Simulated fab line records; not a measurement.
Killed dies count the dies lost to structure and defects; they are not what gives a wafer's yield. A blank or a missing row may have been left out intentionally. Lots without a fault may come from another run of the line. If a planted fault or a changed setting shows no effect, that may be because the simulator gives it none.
Chamber matching	flow sky130	SKY_VIA4_CMP_02 on cmp-02 has 4 sister chambers
The step polishes SiO2. 18 wafers are shown with their chamber, then 9 later ones without.

== WAFERS WITH THEIR CHAMBER ==
wafer	chamber	motorCurrentA (A)
L327.1	0	11.6
L327.2	2	15.4
L327.4	1	11.2
L331.1	1	11.3
L331.3	2	15.6
L331.5	0	11.1
L326.1	1	11.1
L326.3	3	9.5
L326.5	2	14.6
L334.2	0	10.9
L334.3	2	14.1
L334.4	1	11.6
L335.1	3	9.3
L335.4	1	11.0
L335.6	2	15.6
L338.1	0	11.6
L338.2	3	9.3
L338.3	2	14.1

SIGNATURES (averages over the wafers above)
reading	chamber 0	chamber 1	chamber 2	chamber 3	scatter within a chamber
motorCurrentA	11.300	11.240	14.900	9.367	0.479
Rule: a wafer's distance from a chamber is the root of the sum, over the readings, of the square of ((its reading less the chamber's mean) divided by the reading's scatter). If the next closest chamber is less than 2 further off than the closest, the wafer can't be placed; otherwise it belongs to the closest. The scatter: the root of (the sum of the squares of (reading less its chamber's mean) over the shown wafers, divided by (wafers less chambers)).

== WAFERS WITHOUT THEIR CHAMBER ==
wafer	motorCurrentA (A)
L339.2	10.2
L339.5	15.5
L339.6	9.5
L345.1	14.9
L345.2	11.2
L345.6	11.0
L349.1	14.8
L349.2	10.3
L349.6	9.1

== EACH ONE'S CHAMBER ==
wafer	from the rows above	in truth
L339.2	can't be placed: 3 or 1 or 0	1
L339.5	2	2
L339.6	3	3
L345.1	2	2
L345.2	can't be placed: 1 or 0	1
L345.6	can't be placed: 1 or 0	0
L349.1	2	2
L349.2	can't be placed: 3 or 1 or 0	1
L349.6	3	3
Correctly placed: 5 of 9. These rows do not allow placing 4 (true chamber among the candidates in 4). Number placed wrongly: 0.
